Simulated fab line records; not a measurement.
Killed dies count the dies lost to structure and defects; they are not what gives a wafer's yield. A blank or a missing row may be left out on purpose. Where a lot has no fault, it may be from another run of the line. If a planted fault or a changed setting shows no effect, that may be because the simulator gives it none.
The tool behind it: which one? | flow gf180mcu | 14 lots with 42 wafers sampled at 4 steps, on a route of 602 steps

## WHAT THE GAUGES SHOWED, per wafer
GF_POLY_GATE_OVL_MEAS_11. Usual: for POLY_GATE_OVL the level is 1 nm and the standard deviation is 5.
lot  | measured     | on         | POLY_GATE_OVL (nm) | flag
L537 | day 9 11:13  | overlay-02 | 6 -3 5             |
L538 | day 9 16:38  | overlay-01 | -3 6 -3            |
L540 | day 10 09:48 | overlay-01 | 10 7 4             |
L541 | day 10 17:41 | overlay-01 | 11 5 7             |
L542 | day 11 06:17 | overlay-01 | 2 1 4              |
L543 | day 11 07:58 | overlay-01 | 0 5 -2             |
L544 | day 11 18:35 | overlay-02 | 1 0 -6             |
L545 | day 12 07:28 | overlay-02 | -2 0 2             |
L546 | day 12 07:42 | overlay-02 | -2 -2 4            |
L547 | day 12 11:47 | overlay-01 | 4 4 -1             |
L555 | day 14 23:53 | overlay-02 | -4 -1 -10          |
L556 | day 15 05:49 | overlay-01 | 3 3 9              |
L557 | day 15 11:37 | overlay-01 | -9 1 -3            |
L559 | day 16 08:20 | overlay-01 | -1 1 1             |

GF_SAB_OVL_MEAS_10. Usual: for SAB_OVL the level is -1.1 nm and the standard deviation is 1.6.
lot  | measured     | on         | SAB_OVL (nm)   | flag
L537 | day 15 10:46 | overlay-01 | -0.8 -0.9 -1.1 |
L538 | day 15 19:01 | overlay-02 | -1.2 -2.5 0.2  |
L540 | day 16 13:49 | overlay-01 | 1.4 -1.2 -0.8  |
L541 | day 17 01:20 | overlay-01 | -0.4 -1.5 0.1  |
L542 | day 17 14:58 | overlay-01 | -2.7 -1.2 -1.0 |
L543 | day 17 16:40 | overlay-02 | -2.5 -4.1 -2.2 |
L544 | day 18 07:46 | overlay-01 | -3.1 -2.5 -3.4 |
L545 | day 18 23:13 | overlay-02 | -0.6 -1.7 -1.7 |
L546 | day 19 00:49 | overlay-02 | -0.9 -0.4 -2.0 |
L547 | day 19 08:05 | overlay-01 | -0.9 1.2 -0.6  |
L555 | day 22 05:26 | overlay-02 | 2.5 1.6 1.6    |
L556 | day 22 12:26 | overlay-02 | -0.1 -1.7 -1.1 |
L557 | day 22 15:12 | overlay-01 | -2.2 -1.7 -3.9 |
L559 | day 23 13:34 | overlay-02 | -0.3 -1.5 -1.4 |

## WHICH TOOL RAN EACH LOT (tool, then ch and the chambers of the sampled wafers, then the start)
lot  | GF_VT_IMPLANT_STRIP_09               | GF_DUAL_GATE_OXIDATION_15
L537 | plasma_asher-04 ch 0,1, day 5 21:19  | furnace-01 ch 0, day 8 14:38
L538 | plasma_asher-04 ch 0,1, day 6 01:50  | furnace-02 ch 0, day 8 20:02
L540 | plasma_asher-03 ch 0,1, day 6 15:23  | furnace-02 ch 0, day 9 12:57
L541 | plasma_asher-04 ch 0,1, day 6 23:16  | furnace-02 ch 0, day 9 20:50
L542 | plasma_asher-04 ch 0,1, day 7 09:31  | furnace-02 ch 0, day 10 09:07
L543 | plasma_asher-02 ch 0,1, day 7 09:49  | furnace-01 ch 0, day 10 10:33
L544 | plasma_asher-02 ch 0,1, day 7 19:40  | furnace-02 ch 0, day 10 20:31
L545 | plasma_asher-02 ch 0,1, day 8 07:37  | furnace-02 ch 0, day 11 09:08
L546 | plasma_asher-03 ch 0,1, day 8 07:38  | furnace-01 ch 0, day 11 09:30
L547 | plasma_asher-03 ch 0,1, day 8 11:23  | furnace-01 ch 0, day 11 13:23
L555 | plasma_asher-03 ch 0,1, day 10 13:47 | furnace-01 ch 0, day 13 23:34
L556 | plasma_asher-02 ch 0,1, day 10 19:53 | furnace-01 ch 0, day 14 06:40
L557 | plasma_asher-04 ch 0,1, day 11 02:07 | furnace-02 ch 0, day 14 12:04
L559 | plasma_asher-02 ch 0,1, day 11 16:23 | furnace-02 ch 0, day 15 07:27
- GF_VT_IMPLANT_STRIP_09: strips in O2/N2.
- GF_DUAL_GATE_OXIDATION_15: stabilise 600 s, purge 300 s, target thk 7.098 nm.

## AS READ BY THE TOOLS THEMSELVES (means over the sampled wafers that have a number; for cases with no such wafer, the mark the record gives instead)
GF_VT_IMPLANT_STRIP_09. Usual: drypump_motor_current_A 6.0 A, standard deviation 0.49; heater_power_w 324 W, standard deviation 49; oes_product_au 0.716 a.u., standard deviation 0.0051; strip_time_to_endpoint_s 12.62 s, standard deviation 0.035.
lot  | tool            | drypump_motor_current_A (A) | heater_power_w (W) | oes_product_au (a.u.) | strip_time_to_endpoint_s (s) | flag
L537 | plasma_asher-04 | 5.8                         | 328                | 0.717                 | 12.61                        |
L538 | plasma_asher-04 | 5.9                         | 329                | 0.716                 | 12.57                        |
L540 | plasma_asher-03 | 6.5                         | 356                | 0.718                 | 12.68                        |
L541 | plasma_asher-04 | 5.8                         | 330                | 0.720                 | 12.66                        |
L542 | plasma_asher-04 | 5.5                         | 321                | 0.712                 | 12.59                        |
L543 | plasma_asher-02 | 5.9                         | 327                | 0.714                 | 12.60                        |
L544 | plasma_asher-02 | 5.9                         | 310                | 0.714                 | 12.56                        |
L545 | plasma_asher-02 | 5.9                         | 326                | 0.714                 | 12.59                        |
L546 | plasma_asher-03 | 6.5                         | 349                | 0.721                 | 12.59                        |
L547 | plasma_asher-03 | 6.3                         | 302                | 0.712                 | 12.59                        |
L555 | plasma_asher-03 | 6.3                         | 299                | 0.721                 | 12.61                        |
L556 | plasma_asher-02 | 5.9                         | 316                | 0.716                 | 12.65                        |
L557 | plasma_asher-04 | 5.4                         | 325                | 0.717                 | 12.65                        |
L559 | plasma_asher-02 | 6.0                         | 327                | 0.712                 | 12.64                        |

GF_DUAL_GATE_OXIDATION_15. Usual: spike_tc_centre_C 850.5 C, standard deviation 1.1; spike_tc_upper_C 849.3 C, standard deviation 1.5; zone_power_top_pct 35.9 %, standard deviation 0.57; zone_power_upper_pct 16 %, standard deviation 3.4.
lot  | tool       | spike_tc_centre_C (C) | spike_tc_upper_C (C) | zone_power_top_pct (%) | zone_power_upper_pct (%) | flag
L537 | furnace-01 | 849.9                 | 847.8                | 35.9                   | 13                       |
L538 | furnace-02 | 851.0                 | 850.3                | 35.3                   | 20                       |
L540 | furnace-02 | 850.4                 | 850.6                | 35.7                   | 20                       |
L541 | furnace-02 | 851.0                 | 850.8                | 35.3                   | 20                       |
L542 | furnace-02 | 849.2                 | 850.6                | 35.5                   | 20                       |
L543 | furnace-01 | 850.3                 | 847.8                | 36.2                   | 13                       |
L544 | furnace-02 | 850.6                 | 850.2                | 35.7                   | 20                       |
L545 | furnace-02 | 849.9                 | 850.6                | 35.4                   | 20                       |
L546 | furnace-01 | 850.6                 | 848.6                | 36.5                   | 13                       |
L547 | furnace-01 | 851.2                 | 847.5                | 36.3                   | 13                       |
L555 | furnace-01 | 853.8                 | 812.7                | 44.7                   | 3                        | OFF
L556 | furnace-01 | 854.0                 | 813.6                | 44.6                   | 3                        | OFF
L557 | furnace-02 | 850.3                 | 850.9                | 34.7                   | 20                       |
L559 | furnace-02 | 849.8                 | 850.2                | 35.7                   | 20                       |

## THE ANSWER, worked out from the rows above alone
Rule: lot off if the mean of its wafers having a number is beyond 3 standard deviations from the usual mean. Also off: a lot with no number at a reading for which 4 or more lots have one. The other lots that the step has rows for count as sound. The gauges are gone through in route order, then the tools' own readings, and for those a lot's mean is taken as printed above. The first step at which some lot is off is used, and at that step the reading that is off furthest; a lot without a number counts as furthest.
Off, at GF_DUAL_GATE_OXIDATION_15 on spike_tc_upper_C: L555, L556.
If a tool, at that step or one of the process steps before it, ran each lot that is off and ran no sound lot following the first of them, it fits. One candidate fits, namely furnace-01 at GF_DUAL_GATE_OXIDATION_15. A fault onset in the window from L547 (day 11 13:23, its last sound lot) to L555 (day 13 23:34, its first lot off) fits.
The tool's own readings at GF_DUAL_GATE_OXIDATION_15 bear it out: on the lots that are off they differ by more than 5 times the standard deviation of the sound lots' means. spike_tc_centre_C reads 853.9 C there against 850.4 C on the sound lots; spike_tc_upper_C reads 813.2 C there against 849.7 C on the sound lots; zone_power_top_pct reads 44.7 % there against 35.7 % on the sound lots.

## WHAT THE SIMULATOR HAD PUT IN
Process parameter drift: furnace-01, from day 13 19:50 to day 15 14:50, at GF_DUAL_GATE_OXIDATION_15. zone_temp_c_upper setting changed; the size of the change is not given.
Lots struck among those shown: L555, L556. This agrees with what the rule above found.
